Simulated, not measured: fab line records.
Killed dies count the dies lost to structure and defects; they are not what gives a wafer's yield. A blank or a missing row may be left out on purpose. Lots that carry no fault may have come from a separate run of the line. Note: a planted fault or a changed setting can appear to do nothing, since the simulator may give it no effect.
Which tool did it? + flow gf180mcu + route of 602 steps, sampled at 1 step: 12 lots, 36 wafers

## WHAT EACH GAUGE READ, for each wafer
GF_HV_LDD_CD_MEAS_46: target cd 400 nm.
| lot  | measured     | on        | cd-nm (nm)        |
|------|--------------|-----------|-------------------|
| L075 | day 12 20:58 | cd-sem-02 | 399.2 401.5 399.7 |
| L077 | day 13 06:16 | cd-sem-02 | 401.2 404.3 401.8 |
| L079 | day 14 03:05 | cd-sem-02 | 400.9 400.9 402.0 |
| L081 | day 14 17:49 | cd-sem-02 | 398.8 399.1 399.1 |
| L083 | day 15 11:13 | cd-sem-01 | 398.4 396.9 398.8 |
| L085 | day 15 23:37 | cd-sem-01 | 398.0 398.6 399.1 |
| L087 | day 16 15:32 | cd-sem-01 | 402.6 405.5 402.9 |
| L089 | day 17 11:13 | cd-sem-02 | 400.8 399.2 398.6 |
| L091 | day 18 00:39 | cd-sem-02 | 396.7 398.5 398.2 |
| L093 | day 18 16:13 | cd-sem-01 | 400.3 398.5 398.8 |
| L095 | day 19 09:34 | cd-sem-02 | 401.3 403.9 400.1 |
| L097 | day 20 00:12 | cd-sem-01 | 399.7 398.9 398.1 |

## EACH LOT AND THE TOOL THAT RAN IT (in order: tool; ch and the chambers of the sampled wafers; start)
The record shows no process step preceding these readings.

## THE ANSWER, worked out from the rows above alone
Rule: what is usual is taken from the lots themselves. The widest of any qualifying gaps counts: lots, ordered by their means at a reading, are off when they make up no more than a third of the lots, leave a main group of 4 or more, and stand apart from it by 3 or more times the standard deviation of that group's means. A main group is skipped when, at the precision printed for the reading in the tables above, its means are all equal. A lot without any number at a reading at which 4 lots or more have one is off too. Where the step has rows for the other lots, those lots are counted as sound.
No lot is off at any reading shown: from this, nothing can be told.

## WHAT THE SIMULATOR HAD INSERTED
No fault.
